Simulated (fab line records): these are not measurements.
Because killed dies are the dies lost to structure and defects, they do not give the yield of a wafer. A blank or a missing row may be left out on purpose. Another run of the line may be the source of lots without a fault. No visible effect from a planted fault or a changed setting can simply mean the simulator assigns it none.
The same fault as seen by 2 desks ; flow sky130 ; each desk has only its own numbers; what lay behind them comes last

## AT THE METROLOGY DESK
What the gauges read, lot by lot, whatever tool the lot ran on: means of the sampled wafers that have a number. The brackets show how far a lot's mean lies from the usual mean; more than 4 standard deviations puts the lot out of limits, marked OUT.
Columns: A = VT_ADJUST_PCH_OVL at SKY_VT_ADJUST_PCH_OVL_MEAS_07, usual -0.8 nm; B = SONOS_ONO_CVD_02_THK at SKY_SONOS_ONO_THK_MEAS_03, usual 10.54 nm
lot;first seen here;A;B
L504;day 10 06:01;0.5;10.48
L505;day 10 13:52;-0.6;10.73
L509;day 11 21:31;-2.8;10.50
L512;day 13 01:39;-0.9;10.59
L513;day 13 06:52;-0.7;10.42
L514;day 13 13:43;-0.4;10.61
L515;day 13 23:01;-0.1;10.59
L516;day 14 07:46;-0.3;10.45
L517;day 14 11:37;0.5;10.51
L518;day 14 17:40;0.1;10.57
L525;day 17 02:43;-2.0;9.83 (-5.9) OUT
L526;day 17 16:17;-0.7;9.85 (-5.7) OUT
Finding of this desk: L525, L526 out of limits, first seen on L525 at day 18 14:23 (SONOS_ONO_CVD_02_THK at SKY_SONOS_ONO_THK_MEAS_03). In limits: L504, L505, L509, L512, L513, L514, L515, L516, L517, L518.

## TOOL OWNER'S DESK, lpcvd-02
The tool's own readings at SKY_SONOS_ONO_CVD_02 (deposits Si3N4 from DCS/NH3, target thk 10.5 nm, time 180 s): means of the sampled wafers that have a number, for each lot that ran on this tool. The brackets show how far a lot's mean lies from the usual mean; more than 4 standard deviations puts the lot out of limits, marked OUT.
Columns: A = zone-power-top-pct at SKY_SONOS_ONO_CVD_02, usual 27.2 %; B = zone-power-upper-pct at SKY_SONOS_ONO_CVD_02, usual 12.29 %
lot;first seen here;A;B
L504;day 11 08:38;25.0;12.02
L505;day 11 16:31;24.8;11.94
L509;day 13 08:45;29.1;12.48
L512;day 14 10:55;29.1;12.34
L513;day 14 10:55;25.1;12.16
L514;day 15 01:11;25.5;12.16
L515;day 15 13:41;25.4;11.96
L516;day 15 13:41;25.1;12.07
L517;day 16 00:14;29.2;12.46
L518;day 16 00:14;25.2;11.98
L525;day 18 13:19;28.9;12.61
L526;day 19 14:16;29.0;12.44
Finding of this desk: none of the 12 lots has anything out of limits.

## PUT TOGETHER
L525, L526 would have let the metrology desk raise an alarm at day 18 14:23.
The tool owner's desk saw nothing out of limits.
On record at the tool owner's desk: L525, L526, within its limits.
All the named lots went through SKY_SONOS_ONO_CVD_02 on lpcvd-02.

## WHAT WAS PUT IN BY THE SIMULATOR
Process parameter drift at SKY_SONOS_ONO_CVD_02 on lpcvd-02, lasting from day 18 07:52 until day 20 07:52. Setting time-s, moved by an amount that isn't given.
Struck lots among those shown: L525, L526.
Hours from the fault's start to each desk's first reading out of limits: the metrology desk, 7.
